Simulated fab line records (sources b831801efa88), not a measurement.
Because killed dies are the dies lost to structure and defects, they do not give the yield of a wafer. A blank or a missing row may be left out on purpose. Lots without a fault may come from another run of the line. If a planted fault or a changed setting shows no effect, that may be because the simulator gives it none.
Chamber matching -- flow sky130 -- 4 sister chambers for SKY_CONTACT_CMP_04 on cmp-02
The step polishes SiO2. 27 wafers are shown with their chamber, then 12 later ones without.

## WAFERS WITH THEIR CHAMBER
wafer,chamber,motor_current_A (A),time_to_endpoint_s (s),slurry_flow_ml_min
L077.1,0,11.5,81,150.3
L077.4,2,13.9,80,150.5
L077.5,3,12.2,84,149.5
L078.1,3,12.4,87,149.2
L078.2,1,12.3,86,149.8
L078.6,3,12.1,88,149.9
L081.1,3,13.0,87,150.6
L081.3,2,14.1,85,150.1
L081.5,3,12.0,81,150.5
L082.1,0,11.5,85,150.4
L082.4,3,11.5,86,149.9
L082.5,0,11.2,86,150.2
L085.1,1,12.2,87,150.5
L085.2,0,10.8,86,149.2
L085.4,3,12.5,91,149.7
L087.1,1,12.5,84,150.0
L087.2,0,11.4,77,150.2
L087.3,2,13.2,80,150.7
L088.1,1,12.3,83,150.0
L088.3,0,11.3,81,149.8
L088.4,2,14.8,77,150.6
L089.2,3,11.6,85,150.4
L089.4,1,12.1,90,150.4
L089.5,0,11.4,89,149.9
L090.4,3,12.1,76,149.3
L090.5,3,12.2,73,149.9
L090.6,2,14.1,74,149.8

SIGNATURES (means of the wafers above)
reading,chamber 0,chamber 1,chamber 2,chamber 3,scatter within a chamber
motor_current_A,11.300,12.280,14.020,12.160,0.386
time_to_endpoint_s,83.57,86.00,79.20,83.80,4.56
slurry_flow_ml_min,150.000,150.140,150.340,149.890,0.422
Rule: for a wafer and a chamber, the distance is found by dividing, reading by reading, the gap between the wafer's reading and the chamber's mean by the reading's scatter, squaring, summing and taking the root. If the next closest chamber is less than 2 further off than the closest, the wafer can't be placed; otherwise it belongs to the closest. The scatter: take each reading less its chamber's mean, square it, sum over the shown wafers, divide by the number of wafers less the number of chambers, and take the root.

## WAFERS WITH NO CHAMBER GIVEN
wafer,motor_current_A (A),time_to_endpoint_s (s),slurry_flow_ml_min
L091.4,11.7,84,149.8
L091.5,11.3,80,149.0
L091.6,12.4,83,150.3
L094.1,13.8,84,150.2
L094.2,12.3,89,149.2
L094.5,10.7,83,149.6
L096.3,12.3,85,150.4
L096.4,11.1,83,150.6
L096.5,12.1,83,149.6
L097.2,10.7,86,149.8
L097.3,11.8,88,150.1
L097.6,14.4,84,150.4

## THE CHAMBER EACH PASSED THROUGH
wafer,from the rows above,in truth
L091.4,can't be placed: 0 or 3 or 1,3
L091.5,can't be placed: 0 or 3 or 1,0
L091.6,can't be placed: 1 or 3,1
L094.1,2,2
L094.2,can't be placed: 3 or 1 or 0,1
L094.5,0,0
L096.3,can't be placed: 1 or 3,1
L096.4,can't be placed: 0 or 3 or 1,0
L096.5,can't be placed: 3 or 1 or 0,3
L097.2,0,0
L097.3,can't be placed: 1 or 3 or 0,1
L097.6,2,2
Correctly placed: 4 of 12. Not placeable from these rows: 8 (in 8, the candidates include the true chamber). 0 placed wrongly.
